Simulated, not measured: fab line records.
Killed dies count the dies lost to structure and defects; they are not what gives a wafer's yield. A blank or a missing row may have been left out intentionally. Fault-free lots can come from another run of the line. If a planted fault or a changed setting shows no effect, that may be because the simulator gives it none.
Chamber matching    flow sky130    rie-si-01 running SKY_POLY_GATE_ETCH_17: 4 sister chambers
The step etches poly-Si in HBr/Cl2, stops on SiO2, target depth 180 nm, time 70.5 s. 7 wafers are shown with their chamber, then 8 later ones without.

## WAFERS PAIRED WITH THEIR CHAMBERS
wafer   chamber  drypump-motor-current-A (A)  throttle-valve-pct (%)
L493.3  2        5.8                          33.688
L497.5  2        5.8                          33.692
L497.6  3        6.2                          33.680
L499.1  0        5.9                          33.693
L499.3  1        5.6                          33.699
L499.5  3        6.1                          33.681
L501.3  1        5.6                          33.701

## WAFERS WHOSE CHAMBER IS MISSING
wafer   drypump-motor-current-A (A)  throttle-valve-pct (%)
L501.5  5.6                          33.684
L501.6  5.9                          33.690
L503.2  5.8                          33.690
L503.4  6.1                          33.680
L503.5  6.1                          33.669
L505.3  6.3                          33.668
L505.5  6.2                          33.682
L505.6  5.9                          33.681

## CHAMBER TAKEN BY EACH
wafer    from the rows above            in truth
L501.5   2                              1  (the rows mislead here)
L501.6   can't be placed: 0 or 2        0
L503.2   2                              2
L503.4   3                              3
L503.5   3                              3
L505.3   3                              3
L505.5   3                              3
L505.6   can't be placed: 2 or 3 or 0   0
Placed correctly: 5 of 8. From these rows, 2 cannot be placed; in 2 the true chamber is one of the candidates. Wrongly placed: 1.
How it was worked out, from the rows above alone: a wafer's distance from a chamber is the root of the sum, over the readings, of the square of ((its reading less the chamber's mean) divided by the reading's scatter). If the next closest chamber is less than 2 further off than the closest, the wafer can't be placed; otherwise it belongs to the closest. For every chamber, the mean is computed from those of its wafers that are shown. The scatter: take each reading less its chamber's mean, square it, sum over the shown wafers, divide by the number of wafers less the number of chambers, and take the root.
